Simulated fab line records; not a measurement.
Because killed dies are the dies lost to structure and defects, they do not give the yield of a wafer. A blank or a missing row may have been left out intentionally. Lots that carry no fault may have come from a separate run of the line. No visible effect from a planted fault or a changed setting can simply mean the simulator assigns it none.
What tool caused it? | flow sky130 | 36 wafers from 12 lots sampled at 5 of the route's 708 steps

## WHAT THE GAUGES SHOWED, per wafer
SKY_VT_ADJUST_LVTN_OVL_MEAS_18. Usual: VT_ADJUST_LVTN_01_OVL typically reads 1.7 nm, with standard deviation 1.5.
lot  | measured     | on         | VT_ADJUST_LVTN_01_OVL (nm) | flag
L473 | day 8 07:45  | overlay-01 | 1.8 3.3 2.9                |
L478 | day 9 22:52  | overlay-01 | 2.2 2.8 2.0                |
L479 | day 10 14:38 | overlay-01 | 2.4 4.6 2.7                |
L480 | day 10 20:45 | overlay-02 | 2.8 2.8 2.5                |
L486 | day 12 16:01 | overlay-02 | 3.4 2.2 2.9                |
L485 | day 12 17:38 | overlay-02 | 3.4 1.5 4.3                |
L487 | day 12 22:50 | overlay-02 | 2.4 4.2 2.5                |
L488 | day 13 01:44 | overlay-01 | -0.3 -2.3 -0.9             |
L489 | day 13 05:50 | overlay-02 | 1.6 1.3 1.0                |
L490 | day 13 07:26 | overlay-02 | 2.0 0.7 -0.2               |
L492 | day 14 04:23 | overlay-02 | 1.5 2.4 0.7                |
L493 | day 14 14:31 | overlay-01 | 0.7 1.4 1.7                |

SKY_CONTACT_THK_MEAS_01. Usual: CONTACT_CVD_00_THK typically reads 75.3 nm, with standard deviation 0.9.
lot  | measured     | on            | CONTACT_CVD_00_THK (nm) | flag
L473 | day 31 01:34 | film metro-01 | 74.7 74.0 76.2          |
L478 | day 32 22:43 | film metro-03 | 75.2 74.4 75.5          |
L479 | day 33 21:37 | film metro-03 | 73.7 74.6 76.1          |
L480 | day 34 00:57 | film metro-02 | 74.2 75.6 75.4          |
L486 | day 36 04:42 | film metro-03 | 75.0 76.0 75.5          |
L485 | day 36 03:49 | film metro-03 | 76.2 75.9 76.2          |
L487 | day 36 07:45 | film metro-03 | 73.7 74.9 75.2          |
L488 | day 36 09:14 | film metro-02 | 75.0 76.1 74.7          |
L489 | day 36 13:14 | film metro-03 | 74.5 76.1 76.0          |
L490 | day 36 18:49 | film metro-03 | 74.2 73.9 74.7          |
L492 | day 37 19:10 | film metro-01 | 74.5 75.4 74.8          |
L493 | day 38 10:50 | film metro-02 | 73.4 74.1 76.1          |

## TOOL THAT RAN EACH LOT (tool first, then ch and the chambers of the sampled wafers, then the start)
lot  | SKY_LDD_N_IMPLANT_09            | SKY_LDD_N_STRIP_16                   | SKY_LI_CONTACT_CMP_24
L473 | implanter-04 ch 0, day 18 12:08 | plasma asher-01 ch 0,1, day 18 13:10 | cmp-01 ch 0,1,2, day 29 21:05
L478 | implanter-02 ch 0, day 20 14:43 | plasma asher-03 ch 0,1, day 20 15:46 | cmp-01 ch 1,2,3, day 31 18:26
L479 | implanter-02 ch 0, day 21 15:06 | plasma asher-02 ch 0,1, day 21 16:07 | cmp-02 ch 0,1,2, day 32 17:04
L480 | implanter-04 ch 0, day 21 20:47 | plasma asher-03 ch 0,1, day 21 21:49 | cmp-01 ch 1,2,3, day 32 21:34
L486 | implanter-03 ch 0, day 24 06:19 | plasma asher-02 ch 1, day 24 07:22   | cmp-02 ch 0,2, day 35 01:07
L485 | implanter-02 ch 0, day 24 04:58 | plasma asher-02 ch 0,1, day 24 06:01 | cmp-01 ch 0,1,2, day 35 00:10
L487 | implanter-02 ch 0, day 24 08:39 | plasma asher-01 ch 0,1, day 24 09:41 | cmp-02 ch 1,3, day 35 03:52
L488 | implanter-04 ch 0, day 24 14:05 | plasma asher-01 ch 0,1, day 24 15:08 | cmp-01 ch 1,2, day 35 05:13
L489 | implanter-02 ch 0, day 24 18:28 | plasma asher-03 ch 0,1, day 24 19:31 | cmp-01 ch 1,2,3, day 35 09:55
L490 | implanter-02 ch 0, day 24 22:19 | plasma asher-02 ch 0,1, day 24 23:22 | cmp-02 ch 2,3, day 35 14:55
L492 | implanter-04 ch 0, day 25 21:43 | plasma asher-02 ch 0,1, day 25 22:46 | cmp-01 ch 1,2,3, day 36 16:25
L493 | implanter-04 ch 0, day 26 16:59 | plasma asher-02 ch 0,1, day 26 18:02 | cmp-01 ch 2,3, day 37 08:09
- SKY_LDD_N_IMPLANT_09
- SKY_LDD_N_STRIP_16: strips in O2/N2.
- SKY_LI_CONTACT_CMP_24: polishes, stops on PSG, t overpolish 20 s, target thk 0 nm.

## WHAT THE TOOLS THEMSELVES READ (means of the sampled wafers that have a number; where no wafer has one, the mark that the record gives instead)
SKY_LDD_N_IMPLANT_09. Usual: beam energy keV 20.000, standard deviation 0.0064; dose ions cm2 7.501e+13, standard deviation 7.2e+10; faraday current uA 423, standard deviation 8.4.
lot  | tool         | beam energy keV | dose ions cm2 | faraday current uA | flag
L473 | implanter-04 | 20.003          | 7.503e+13     | 420                |
L478 | implanter-02 | 19.995          | 1.156e+13     | 66                 | OFF
L479 | implanter-02 | 19.991          | 1.159e+13     | 65                 | OFF
L480 | implanter-04 | 20.000          | 7.496e+13     | 424                |
L486 | implanter-03 | 19.998          | 7.505e+13     | 421                |
L485 | implanter-02 | 19.994          | 7.492e+13     | 428                |
L487 | implanter-02 | 20.007          | 7.502e+13     | 417                |
L488 | implanter-04 | 19.998          | 7.506e+13     | 422                |
L489 | implanter-02 | 20.001          | 7.508e+13     | 430                |
L490 | implanter-02 | 19.997          | 7.497e+13     | 432                |
L492 | implanter-04 | 20.005          | 7.511e+13     | 424                |
L493 | implanter-04 | 19.998          | 7.500e+13     | 420                |

SKY_LDD_N_STRIP_16. Usual: drypump motor current A 5.7 A, standard deviation 0.36; oes product au 0.407 a.u., standard deviation 0.0047; strip time to endpoint s 4.318 s, standard deviation 0.015.
lot  | tool            | drypump motor current A (A) | oes product au (a.u.) | strip time to endpoint s (s) | flag
L473 | plasma asher-01 | 5.4                         | 0.409                 | 4.329                        |
L478 | plasma asher-03 | 6.0                         | 0.406                 | 4.159                        | OFF
L479 | plasma asher-02 | 5.7                         | 0.408                 | 4.169                        | OFF
L480 | plasma asher-03 | 5.9                         | 0.405                 | 4.298                        |
L486 | plasma asher-02 | 5.9                         | 0.411                 | 4.330                        |
L485 | plasma asher-02 | 5.7                         | 0.408                 | 4.314                        |
L487 | plasma asher-01 | 5.4                         | 0.408                 | 4.302                        |
L488 | plasma asher-01 | 5.6                         | 0.405                 | 4.308                        |
L489 | plasma asher-03 | 6.0                         | 0.406                 | 4.337                        |
L490 | plasma asher-02 | 5.5                         | 0.406                 | 4.339                        |
L492 | plasma asher-02 | 5.5                         | 0.411                 | 4.322                        |
L493 | plasma asher-02 | 5.7                         | 0.407                 | 4.310                        |

SKY_LI_CONTACT_CMP_24. Usual: motor current A 11.3 A, standard deviation 1.1; overpolish run s 20.001 s, standard deviation 0.0089; time to endpoint s 95.8 s, standard deviation 2.8.
lot  | tool   | motor current A (A) | overpolish run s (s) | time to endpoint s (s) | flag
L473 | cmp-01 | 11.4                | 20.002               | 93.8                   |
L478 | cmp-01 | 12.0                | 20.009               | 91.4                   |
L479 | cmp-02 | 11.4                | 20.003               | 93.0                   |
L480 | cmp-01 | 11.6                | 19.998               | 96.3                   |
L486 | cmp-02 | 12.3                | 20.009               | 93.0                   |
L485 | cmp-01 | 11.8                | 20.005               | 95.5                   |
L487 | cmp-02 | 9.9                 | 20.009               | 95.0                   |
L488 | cmp-01 | 11.8                | 19.994               | 95.1                   |
L489 | cmp-01 | 11.8                | 19.999               | 98.3                   |
L490 | cmp-02 | 11.3                | 20.002               | 91.2                   |
L492 | cmp-01 | 11.9                | 20.004               | 97.6                   |
L493 | cmp-01 | 12.5                | 19.997               | 96.1                   |

## THE ANSWER, worked out from the rows above alone
Rule: a lot counts as off when the mean over its wafers that have a number is more than 3 standard deviations away from the usual mean. A lot without any number at a reading at which 4 lots or more have one is off too. All remaining lots with rows at the step are treated as sound. After the gauges, taken in route order, come the tools' own readings; for these a lot's mean is taken, as printed above. At the first step where some lot is off, the reading lying furthest off is the one used; lots without a number count as furthest.
Off: L478, L479, at SKY_LDD_N_IMPLANT_09 (dose ions cm2).
If a tool, at that step or one of the process steps before it, ran each lot that is off and ran no sound lot following the first of them, it fits. No candidate that was tried fits.

## WHAT HAD BEEN PUT IN BY THE SIMULATOR
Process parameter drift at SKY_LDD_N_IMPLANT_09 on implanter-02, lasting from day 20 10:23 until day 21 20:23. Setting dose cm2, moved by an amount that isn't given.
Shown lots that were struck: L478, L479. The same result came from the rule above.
